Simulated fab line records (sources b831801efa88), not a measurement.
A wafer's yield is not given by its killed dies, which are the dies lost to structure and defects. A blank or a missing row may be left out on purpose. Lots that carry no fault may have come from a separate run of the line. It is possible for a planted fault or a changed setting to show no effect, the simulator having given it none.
fab line records -- flow sky130
record lots=15, wafers=42, last-day=50
route steps=708 shown VT_ADJUST_PCH@153 POLY_GATE@231 SD_N@354 LI_CONTACT@376
lots that met no fault: taken from a fault-free run of the same line
start-h: hours from the record's first day to the start of the lot's first wafer shown -- wait-h: how many hours have passed since the lot's step before this one -- " unchanged from the row above -- L1.1+2: a row that stands for several wafers -- - no value, or no start given -- * or withheld: withheld -- < > ~ a bound
route shown NAME@n: a module of which the file shows steps, and the number in the route of the first -- usual: mean/standard deviation of fault-free wafers -- same: alike in all rows -- chamber/n: place in a boat -- sites: readings site by site -- _std_site: standard deviation across them -- _edge_site: mean of outer sites minus mean of inner sites -- radius-mm: how far each site lies from the wafer's centre -- mask NAME#n: copy n -- behind: tool/chamber where the wafer was last shaped -- hold: what put the lot on hold/how long, in hours/how the hold closed -- device: transistor that didn't switch, given as n, p or np -- end of line: tests of these same wafers at the route's end -- where a step has no rows: the recipe by itself -- killed: at the first sort, the dies lost to defects and structure; wafer yield is something else -- map: per-die view of a wafer (x killed, . not killed, _ where there is no die)
set.NAME: the run value of the setting; set.NAME@STEP: its run value at that earlier step -- model.NAME: the simulator's own value behind a step, which no gauge read
one table for each step of the route and one row for each wafer, over a sample of lots
services: when a tool's chamber went out of use (start-h, in hours from the record's first day, below 0 if earlier), for how many hours, and the reason
## steps
# step SKY_VT_ADJUST_PCH_TW_MEAS_10
# usual VT_ADJUST_PCH_TW=143.1/0.74
lot.wafer,tool,chamber,start-h,wait-h,VT_ADJUST_PCH_TW
L734.1,film-metro-04,-,229.87,0.1,142.7
L734.3,film-metro-04,-,229.87,0.1,143.5
L734.6,film-metro-04,-,229.87,0.1,143.1
L735.2,film-metro-01,-,241.47,0.1,142.5
L735.3,film-metro-01,-,241.47,0.1,141.9
L735.6,film-metro-01,-,241.47,0.1,142.7
L736.2,film-metro-02,-,251.55,0.1,143.4
L736.3,film-metro-02,-,251.55,0.1,142.9
L736.5,film-metro-02,-,251.55,0.1,143.2
L737.2,film-metro-01,-,253.01,0.1,142.9
L737.3,film-metro-01,-,253.01,0.1,142.7
L737.4,film-metro-01,-,253.01,0.1,143.1
L738.1,film-metro-02,-,260.35,0.1,142.3
L738.5,film-metro-02,-,260.35,0.1,143.3
L738.6,film-metro-02,-,260.35,0.1,143.7
L742.2,film-metro-04,-,287.72,0.1,143.5
L742.5,film-metro-04,-,287.72,0.1,143.5
L744.3,film-metro-01,-,305.77,0.1,143.8
L744.5,film-metro-01,-,305.77,0.1,143.2
L745.2,film-metro-01,-,309.31,0.1,142.8
L745.5,film-metro-01,-,309.31,0.1,143.9
L746.1,film-metro-02,-,315.26,0.1,143.6
L746.4,film-metro-02,-,315.26,0.1,143.0
L746.6,film-metro-02,-,315.26,0.1,143.7
L748.1,film-metro-04,-,331.21,0.1,144.3
L748.3,film-metro-04,-,331.21,0.1,144.2
L748.4,film-metro-04,-,331.21,0.1,143.9
L753.3,film-metro-01,-,366.83,0.1,142.5
L753.4,film-metro-01,-,366.83,0.1,143.0
L753.5,film-metro-01,-,366.83,0.1,143.1
L754.1,film-metro-01,-,378.25,0.1,142.5
L754.2,film-metro-01,-,378.25,0.1,142.6
L754.4,film-metro-01,-,378.25,0.1,142.9
L755.2,film-metro-04,-,388.96,0.1,144.2
L755.3,film-metro-04,-,388.96,0.1,144.5
L755.6,film-metro-04,-,388.96,0.1,143.8
L756.1,film-metro-02,-,393.51,0.1,141.9
L756.3,film-metro-02,-,393.51,0.1,142.3
L756.5,film-metro-02,-,393.51,0.1,142.4
L757.2,film-metro-01,-,397.02,0.1,141.9
L757.3,film-metro-01,-,397.02,0.1,142.5
L757.4,film-metro-01,-,397.02,0.1,143.1
# step SKY_POLY_GATE_ETCH_17
# recipe target-depth-nm=180, stop-on=SiO2, over-etch-frac=0.56667, chemistry=HBr/Cl2, target=poly-Si, icp-w=400, bias-w=100, pressure-mtorr=10, HBr_flow_sccm=150, Cl2_flow_sccm=50, time-s=70.5
# usual chamber-pressure-mTorr=10.001/0.01, drypump-motor-current-A=5.9/0.47, oes-product-au=0.991/0.0075, throttle-valve-pct=33.685/0.01
# same time-s=70.5
lot.wafer,tool,chamber,start-h,wait-h,chamber-pressure-mTorr,drypump-motor-current-A,oes-product-au,rf-hours-counter-h,throttle-valve-pct
L734.1,rie-si-01,3,380.10,0.0,9.990,6.1,0.998,1,33.684
L734.3,rie-si-01,1,380.10,0.0,9.995,6.3,0.980,19,33.687
L734.6,rie-si-01,2,380.10,0.0,10.016,5.4,0.985,-,33.693
L735.2,rie-si-02,2,390.38,0.0,9.997,6.5,0.977,2,33.689
L735.3,rie-si-02,3,390.38,0.0,10.007,5.5,0.983,6,33.683
L735.6,rie-si-02,1,390.38,0.0,10.007,6.0,0.982,-,33.673
L737.2,rie-si-01,2,402.24,0.0,10.011,5.4,0.990,1,33.692
L737.3,rie-si-01,3,402.24,0.0,9.984,6.1,0.993,1,33.680
L737.4,rie-si-01,0,402.24,0.0,9.998,6.4,0.986,45,33.671
L736.2,rie-si-02,1,403.45,0.0,10.008,6.0,0.995,1,33.683
L736.3,rie-si-02,3,403.45,0.0,10.010,5.5,0.996,6,33.695
L736.5,rie-si-02,2,403.45,0.0,10.014,6.5,0.989,-,33.694
L738.1,rie-si-02,3,409.34,0.0,9.986,5.5,0.985,6,33.683
L738.5,rie-si-02,0,409.34,0.0,10.002,5.2,0.990,-,33.691
L738.6,rie-si-02,1,409.34,0.0,9.995,6.0,0.978,-,33.693
L742.2,rie-si-01,0,445.00,0.0,9.999,6.4,0.750,45,33.685
L742.5,rie-si-01,3,445.00,0.0,9.989,6.1,0.992,-,33.662
L744.3,rie-si-01,2,465.15,0.0,10.002,5.4,0.745,1,33.678
L744.5,rie-si-01,1,465.15,0.0,9.995,6.3,0.987,-,33.691
L745.2,rie-si-01,0,470.83,0.0,9.991,6.4,0.746,46,33.697
L745.5,rie-si-01,0,470.83,0.0,10.009,6.4,1.004,-,33.680
L746.1,rie-si-02,2,474.88,0.0,10.016,6.5,0.988,3,33.680
L746.4,rie-si-02,1,474.88,0.0,10.001,6.0,0.986,1,33.699
L746.6,rie-si-02,3,474.88,0.0,9.987,5.5,0.993,-,33.684
L748.1,rie-si-02,3,492.35,0.0,9.996,5.5,1.001,7,33.689
L748.3,rie-si-02,0,492.35,0.0,10.014,5.2,0.989,6,33.678
L748.4,rie-si-02,3,492.35,0.0,10.006,5.5,0.997,-,33.696
L753.3,rie-si-01,1,533.63,0.0,10.002,6.3,0.972,20,33.687
L753.4,rie-si-01,0,533.63,0.0,9.998,6.4,0.986,46,33.682
L753.5,rie-si-01,1,533.63,0.0,9.993,6.3,0.979,-,33.689
L754.1,rie-si-02,0,542.69,0.0,9.993,5.2,0.997,6,33.688
L754.2,rie-si-02,1,542.69,0.0,10.010,6.0,0.993,2,33.675
L754.4,rie-si-02,2,542.69,0.0,9.997,6.5,1.000,3,33.670
L755.2,rie-si-01,0,558.13,0.0,9.988,6.4,1.004,0,33.679
L755.3,rie-si-01,2,558.13,0.0,10.010,5.4,0.990,2,33.686
L755.6,rie-si-01,3,558.13,0.0,9.994,6.1,0.991,-,33.682
L756.1,rie-si-02,2,561.73,0.0,9.989,6.5,0.990,3,33.679
L756.3,rie-si-02,1,561.73,0.0,10.004,6.0,0.985,2,33.680
L756.5,rie-si-02,3,561.73,0.0,9.995,5.5,0.985,-,33.689
L757.2,rie-si-01,3,563.48,0.0,10.000,6.1,0.992,2,33.678
L757.3,rie-si-01,0,563.48,0.0,9.999,6.4,0.995,0,33.695
L757.4,rie-si-01,1,563.48,0.0,9.996,6.3,0.988,20,33.705
# step SKY_POLY_GATE_STRIP_18
# recipe chemistry=O2/N2, power-w=1400, pressure-mtorr=1500, platen-temp-c=withheld, o2-flow-sccm=3000, n2-flow-sccm=300, overash-fraction=0.5
# usual chamber-pressure-mTorr=1500.1/1.3, drypump-motor-current-A=6.0/0.44, n2-flow-sccm=300.0/0.86, oes-product-au=0.361/0.0051, strip-time-to-endpoint-s=3.16/0.047
lot.wafer,tool,chamber,start-h,wait-h,chamber-pressure-mTorr,drypump-motor-current-A,n2-flow-sccm,oes-product-au,rf-hours-counter-h,strip-time-to-endpoint-s
L734.1,plasma-asher-01,0,380.15,0.0,1499.5,5.2,301.3,0.367,26,3.22
L734.3,plasma-asher-01,1,380.15,0.0,1498.2,5.7,300.0,0.365,-,3.21
L734.6,plasma-asher-01,1,380.15,0.0,1499.0,5.7,299.8,0.371,-,3.21
L735.2,plasma-asher-03,1,390.44,0.0,1499.9,6.5,299.9,0.358,56,3.16
L735.3,plasma-asher-03,0,390.44,0.0,1497.8,6.3,299.4,0.366,-,3.16
L735.6,plasma-asher-03,1,390.44,0.0,1499.8,6.5,300.3,0.365,-,3.14
L737.2,plasma-asher-03,1,402.30,0.0,1499.5,6.5,298.8,0.365,57,3.12
L737.3,plasma-asher-03,0,402.30,0.0,1500.0,6.3,301.2,0.361,-,3.04
L737.4,plasma-asher-03,1,402.30,0.0,1500.4,6.5,299.6,0.357,-,3.10
L736.2,plasma-asher-01,1,403.50,0.0,1500.6,5.7,298.5,0.363,28,3.19
L736.3,plasma-asher-01,1,403.50,0.0,1501.3,5.6,300.6,0.359,-,3.11
L736.5,plasma-asher-01,0,403.50,0.0,1502.7,5.2,299.7,0.354,-,3.16
L738.1,plasma-asher-03,0,409.40,0.0,1500.3,6.2,300.3,0.358,58,3.11
L738.5,plasma-asher-03,1,409.40,0.0,1499.8,6.5,300.5,0.350,-,3.12
L738.6,plasma-asher-03,0,409.40,0.0,1498.3,6.2,301.5,0.364,-,3.11
L742.2,plasma-asher-02,1,445.05,0.0,1499.5,6.1,297.3,0.374,1,3.51
L742.5,plasma-asher-02,0,445.05,0.0,1500.2,5.7,300.7,0.355,-,3.12
L744.3,plasma-asher-02,1,465.24,0.1,1500.4,6.1,300.5,0.372,-,3.57
L744.5,plasma-asher-02,0,465.24,0.1,1500.1,5.7,298.7,0.360,-,3.18
L745.2,plasma-asher-01,1,470.88,0.0,1499.0,5.7,299.7,0.366,35,3.47
L745.5,plasma-asher-01,1,470.88,0.0,1500.7,5.7,299.5,0.346,-,3.05
L746.1,plasma-asher-01,1,474.93,0.0,1498.9,5.7,299.5,0.362,35,3.21
L746.4,plasma-asher-01,0,474.93,0.0,1497.0,5.1,301.5,0.359,-,3.18
L746.6,plasma-asher-01,1,474.93,0.0,1501.2,5.7,300.7,0.367,-,3.19
L748.1,plasma-asher-02,1,492.40,0.0,1502.5,6.1,301.0,0.360,5,3.17
L748.3,plasma-asher-02,1,492.40,0.0,1497.9,6.1,299.8,0.361,-,3.15
L748.4,plasma-asher-02,0,492.40,0.0,1499.6,5.7,299.9,0.363,-,3.17
L753.3,plasma-asher-01,1,533.72,0.1,1501.5,5.7,299.7,0.367,-,3.17
L753.4,plasma-asher-01,0,533.72,0.1,1502.4,5.2,299.7,0.356,-,3.22
L753.5,plasma-asher-01,1,533.72,0.1,1500.4,5.7,298.3,0.359,-,3.20
L754.1,plasma-asher-02,0,542.75,0.0,1502.6,5.7,299.6,0.365,11,3.11
L754.2,plasma-asher-02,1,542.75,0.0,1500.5,6.1,299.0,0.363,11,3.11
L754.4,plasma-asher-02,0,542.75,0.0,1499.8,5.7,300.5,0.362,-,3.12
L755.2,plasma-asher-03,1,558.18,0.0,1497.8,6.5,299.7,0.359,73,3.15
L755.3,plasma-asher-03,0,558.18,0.0,1498.9,6.3,300.1,0.364,-,3.27
L755.6,plasma-asher-03,0,558.18,0.0,1499.3,6.3,301.3,0.362,-,3.22
L756.1,plasma-asher-03,1,561.78,0.0,1500.8,6.5,299.3,0.365,73,3.13
L756.3,plasma-asher-03,1,561.78,0.0,1499.9,6.5,301.9,0.373,-,3.25
L756.5,plasma-asher-03,0,561.78,0.0,1499.1,6.3,301.1,0.360,-,3.15
L757.2,plasma-asher-01,0,563.53,0.0,1500.2,5.2,299.9,0.364,43,3.11
L757.3,plasma-asher-01,1,563.53,0.0,1501.2,5.7,300.5,0.356,-,3.18
L757.4,plasma-asher-01,0,563.53,0.0,1500.6,5.2,300.7,0.366,-,3.27
# step SKY_SD_N_TW_MEAS_12
# usual SD_N_TW=4011/68
lot.wafer,tool,chamber,start-h,wait-h,SD_N_TW
L734.1,film-metro-02,-,660.08,0.1,3985
L734.3,film-metro-02,-,660.08,0.1,4002
L734.6,film-metro-02,-,660.08,0.1,4017
L735.2,film-metro-01,-,669.14,0.1,3921
L735.3,film-metro-01,-,669.14,0.1,3902
L735.6,film-metro-01,-,669.14,0.1,3892
L737.2,film-metro-01,-,678.41,0.1,3953
L737.3,film-metro-01,-,678.41,0.1,3924
L737.4,film-metro-01,-,678.41,0.1,3903
L736.2,film-metro-04,-,682.24,0.1,4025
L736.3,film-metro-04,-,682.24,0.1,4051
L736.5,film-metro-04,-,682.24,0.1,4036
L738.1,film-metro-04,-,684.68,0.1,4052
L738.5,film-metro-04,-,684.68,0.1,4043
L738.6,film-metro-04,-,684.68,0.1,4064
L742.2,film-metro-01,-,717.64,0.1,3888
L742.5,film-metro-01,-,717.64,0.1,3907
L744.3,film-metro-04,-,737.66,0.1,4061
L744.5,film-metro-04,-,737.66,0.1,4067
L745.2,film-metro-04,-,741.84,0.1,4079
L745.5,film-metro-04,-,741.84,0.1,4073
L746.1,film-metro-01,-,745.18,0.1,3949
L746.4,film-metro-01,-,745.18,0.1,3928
L746.6,film-metro-01,-,745.18,0.1,3967
L748.1,film-metro-02,-,763.58,0.1,3996
L748.3,film-metro-02,-,763.58,0.1,4010
L748.4,film-metro-02,-,763.58,0.1,4005
L753.3,film-metro-04,-,796.90,0.1,4086
L753.4,film-metro-04,-,796.90,0.1,4096
L753.5,film-metro-04,-,796.90,0.1,4070
L754.1,film-metro-04,-,805.40,0.1,4100
L754.2,film-metro-04,-,805.40,0.1,4083
L754.4,film-metro-04,-,805.40,0.1,4083
L755.2,film-metro-04,-,817.64,0.1,4072
L755.3,film-metro-04,-,817.64,0.1,4078
L755.6,film-metro-04,-,817.64,0.1,4080
L756.1,film-metro-04,-,820.93,0.1,4082
L756.3,film-metro-04,-,820.93,0.1,4050
L756.5,film-metro-04,-,820.93,0.1,4050
L757.2,film-metro-04,-,825.03,0.1,4066
L757.3,film-metro-04,-,825.03,0.1,4068
L757.4,film-metro-04,-,825.03,0.1,4042
# step SKY_LI_CONTACT_ETCH_14
# recipe chemistry=N2/H2, target=BARC, ion-energy-ev=200, source-w=500, bias-w=100, pressure-mtorr=30, n2-flow-sccm=100, h2-flow-sccm=200, stop-on=SiO2, time-s=45.9, target-depth-a=600
# usual chamber-pressure-mTorr=30.00/0.035, drypump-motor-current-A=5.49/0.29, n2-flow-sccm=100.04/0.29, oes-product-au=0.855/0.0048, throttle-valve-pct=13.224/0.0091
# same time-s=45.9
lot.wafer,tool,chamber,start-h,wait-h,chamber-pressure-mTorr,drypump-motor-current-A,n2-flow-sccm,oes-product-au,rf-hours-counter-h,throttle-valve-pct
L734.1,rie-diel-02,3,689.76,0.0,29.97,5.74,99.87,0.859,12,13.225
L734.3,rie-diel-02,2,689.76,0.0,29.97,5.40,99.89,0.856,26,13.222
L734.6,rie-diel-02,1,689.76,0.0,29.95,5.61,99.67,0.852,-,13.219
L735.2,rie-diel-04,3,698.80,0.0,30.00,5.42,100.22,0.857,9,13.212
L735.3,rie-diel-04,2,698.80,0.0,30.05,5.75,99.92,0.854,3,13.224
L735.6,rie-diel-04,0,698.80,0.0,30.02,5.30,100.41,0.863,-,13.215
L737.2,rie-diel-04,2,707.93,0.0,30.02,5.81,99.98,0.856,3,13.232
L737.3,rie-diel-04,3,707.93,0.0,29.98,5.44,100.44,0.854,10,13.224
L737.4,rie-diel-04,0,707.93,0.0,29.98,5.30,99.97,0.860,14,13.226
L736.2,rie-diel-02,0,711.06,0.0,30.04,5.77,100.63,0.848,9,13.220
L736.3,rie-diel-02,3,711.06,0.0,30.00,5.76,99.93,0.856,12,13.219
L736.5,rie-diel-02,2,711.06,0.0,30.02,5.43,100.15,0.860,-,13.225
L738.1,rie-diel-02,1,714.33,0.0,30.01,5.63,99.94,0.858,7,13.223
L738.5,rie-diel-02,2,714.33,0.0,30.02,5.40,100.07,0.860,-,13.218
L738.6,rie-diel-02,1,714.33,0.0,30.00,5.58,100.09,0.852,-,13.224
L742.5,rie-diel-04,0,746.40,0.0,30.00,5.30,100.31,0.854,-,13.237
L744.5,rie-diel-02,1,766.53,0.0,30.01,5.61,99.78,0.851,-,13.224
L745.5,rie-diel-03,2,771.05,0.0,29.99,5.03,99.85,0.855,-,13.220
L746.1,rie-diel-04,1,773.58,0.0,30.01,5.15,99.93,0.853,23,13.231
L746.4,rie-diel-04,0,773.58,0.0,30.01,5.33,100.35,0.854,16,13.223
L746.6,rie-diel-04,3,773.58,0.0,30.03,5.39,100.34,0.849,-,13.226
L748.1,rie-diel-03,2,791.91,0.0,29.97,5.02,99.97,0.856,20,13.226
L748.3,rie-diel-03,1,791.91,0.0,30.01,5.36,99.98,0.844,17,13.230
L748.4,rie-diel-03,2,791.91,0.0,30.01,5.02,99.91,0.848,-,13.219
L753.3,rie-diel-03,3,824.68,0.0,30.00,6.08,100.52,0.857,1,13.213
L753.4,rie-diel-03,2,824.68,0.0,29.99,5.02,99.35,0.860,21,13.227
L753.5,rie-diel-03,2,824.68,0.0,30.01,5.04,99.75,0.854,-,13.218
L754.1,rie-diel-02,3,832.55,0.0,30.00,5.71,99.66,0.847,15,13.221
L754.2,rie-diel-02,0,832.55,0.0,29.99,5.75,99.88,0.860,12,13.218
L754.4,rie-diel-02,1,832.55,0.0,29.97,5.60,99.99,0.856,-,13.223
L755.2,rie-diel-04,2,845.21,0.0,30.00,5.83,100.03,0.846,8,13.225
L755.3,rie-diel-04,0,845.21,0.0,30.00,5.31,99.87,0.861,18,13.209
L755.6,rie-diel-04,1,845.21,0.0,29.99,5.18,100.24,0.862,-,13.221
L756.1,rie-diel-02,0,848.10,0.0,29.99,5.76,99.95,0.852,13,13.219
L756.3,rie-diel-02,2,848.10,0.0,30.04,5.45,99.82,0.868,0,13.228
L756.5,rie-diel-02,2,848.10,0.0,29.72,5.43,100.05,0.856,-,13.240
L757.2,rie-diel-04,2,852.35,0.0,29.98,5.78,100.11,0.855,8,13.218
L757.3,rie-diel-04,1,852.35,0.0,30.00,5.16,100.34,0.854,26,13.231
L757.4,rie-diel-04,3,852.35,0.0,29.97,5.43,100.35,0.852,14,13.228
## services
tool,chamber,start-h,hours,kind
rie-si-02,-,358.24,0.6,repair
rie-diel-02,2,404.78,2.1,repair
rie-diel-04,2,410.95,5.6,repair
rie-diel-02,0,411.01,17.9,repair
rie-diel-04,0,445.24,3.8,repair
rie-si-02,1,460.48,3.1,repair
plasma-asher-01,-,462.75,1.9,repair
plasma-asher-01,-,467.02,1.6,repair
rie-diel-02,-,487.15,15.6,pm
rie-si-02,2,488.97,7.5,repair
rie-si-02,0,501.93,12.9,repair
rie-si-02,1,508.79,10.2,repair
plasma-asher-01,-,509.19,3.7,repair
plasma-asher-01,-,545.84,2.5,repair
rie-si-02,-,567.77,0.3,repair
rie-si-01,-,592.03,2.8,pm
rie-diel-02,3,611.09,8.0,repair
plasma-asher-01,-,622.72,1.8,repair
rie-si-01,-,669.33,0.3,repair
rie-diel-04,1,673.00,5.7,repair
rie-si-02,3,715.43,1.2,repair
rie-si-02,3,735.75,1.5,repair
plasma-asher-01,-,755.24,1.5,repair
plasma-asher-01,-,818.45,2.8,pm
## key
first-sign step=SKY_POLY_GATE_ETCH_17, reading=oes-product-au, direction=down, sigmas=33, usual=0.991, struck=0.747
effect step=SKY_POLY_GATE_STRIP_18, reading=strip-time-to-endpoint-s, direction=up, sigmas=7.6, usual=*, struck=*
met-at SKY_POLY_GATE_ETCH_17
struck-lots L742,L744,L745
struck-wafers L742.2,L744.3,L745.2
later-rows-left-out L742.2,L744.3,L745.2
sort-left-out L742.2,L744.3,L745.2
tester-left-out L742,L744,L745
not-acting-at SKY_VT_ADJUST_PCH_TW_MEAS_10,SKY_SD_N_TW_MEAS_12,SKY_LI_CONTACT_ETCH_14
onset-between 402.24 445.00
fault kind=process-parameter-drift, tool=rie-si-01, chamber=-, onset-h=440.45, steps=SKY_POLY_GATE_ETCH_17, channel=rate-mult, offset=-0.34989, shape=step, end-h=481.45, scope=struck-wafers-only
# tester-left-out: of these lots the tester's yield and bins aren't shown, on N5 and GAA mostly nor the transistor test; their killed dies are dies lost to structure and defects alone, not to doping, threshold or leakage, so they don't give the yield
# sort-left-out: the simulated sort isn't trusted on such a fault, so these wafers' sort isn't shown, and their yield isn't known
# later-rows-left-out: the simulator's readings of these wafers behind a module that went badly wrong aren't trusted and aren't shown, but for the sort
